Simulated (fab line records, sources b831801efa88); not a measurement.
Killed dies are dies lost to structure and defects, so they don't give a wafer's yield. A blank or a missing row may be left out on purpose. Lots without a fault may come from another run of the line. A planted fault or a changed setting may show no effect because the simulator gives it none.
Chamber matching | flow sky130 | SKY_VIA1_CMP_24 on cmp-02: 4 sister chambers
The step polishes, stops on SiO2, t overpolish 15 s, target thk 0 nm. 14 wafers are shown with their chamber, then 7 later ones without.

WAFERS WITH THEIR CHAMBER
wafer  | chamber | motor_current_A (A) | overpolish_run_s (s) | time_to_endpoint_s (s)
L300.1 | 3       | 10.3                | 15.006               | 69.0
L300.3 | 0       | 11.9                | 14.993               | 71.1
L300.6 | 2       | 11.4                | 15.001               | 69.3
L299.2 | 2       | 11.2                | 15.001               | 65.9
L299.3 | 1       | 11.5                | 14.993               | 64.4
L299.5 | 0       | 12.1                | 14.983               | 66.5
L305.3 | 2       | 11.4                | 15.018               | 65.1
L305.4 | 3       | 10.9                | 14.995               | 63.5
L305.6 | 3       | 11.5                | 15.005               | 63.9
L308.3 | 2       | 11.9                | 14.995               | 62.3
L308.5 | 1       | 11.2                | 15.005               | 65.1
L308.6 | 2       | 11.4                | 15.001               | 65.2
L312.1 | 1       | 12.0                | 14.989               | 61.6
L312.3 | 3       | 10.7                | 14.996               | 64.2

SIGNATURES (means of the wafers above)
reading            | chamber 0 | chamber 1 | chamber 2 | chamber 3 | scatter within a chamber
motor_current_A    | 12.000    | 11.567    | 11.460    | 10.850    | 0.37
overpolish_run_s   | 14.98800  | 14.99567  | 15.00320  | 15.00050  | 0.00768
time_to_endpoint_s | 68.800    | 63.700    | 65.560    | 65.150    | 2.5
Rule: a wafer's distance from a chamber is the root of the sum, over the readings, of the square of ((its reading less the chamber's mean) divided by the reading's scatter). The wafer belongs to the nearest chamber; if the next one is less than 2 further off, it can't be placed. The scatter: the root of (the sum of the squares of (reading less its chamber's mean) over the shown wafers, divided by (wafers less chambers)).

WAFERS WITHOUT THEIR CHAMBER
wafer  | motor_current_A (A) | overpolish_run_s (s) | time_to_endpoint_s (s)
L312.4 | 11.8                | 15.014               | 65.1
L314.3 | 10.4                | 14.984               | 61.6
L314.4 | 11.7                | 14.998               | 63.8
L314.6 | 12.2                | 14.993               | 61.7
L317.1 | 11.6                | 14.998               | 67.2
L317.4 | 11.4                | 15.010               | 68.3
L317.5 | 11.2                | 15.004               | 65.3

WHICH CHAMBER EACH WENT THROUGH
wafer  | from the rows above               | in truth
L312.4 | can't be placed: 2 or 1 or 3      | 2
L314.3 | can't be placed: 3 or 1 or 2      | 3
L314.4 | can't be placed: 1 or 2 or 3      | 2
L314.6 | can't be placed: 1 or 2 or 0      | 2
L317.1 | can't be placed: 2 or 1 or 0 or 3 | 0
L317.4 | can't be placed: 2 or 3 or 1 or 0 | 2
L317.5 | can't be placed: 2 or 3 or 1      | 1
Placed correctly: 0 of 7. Can't be placed from these rows: 7 (the true chamber is among the candidates in 7). Placed wrongly: 0.
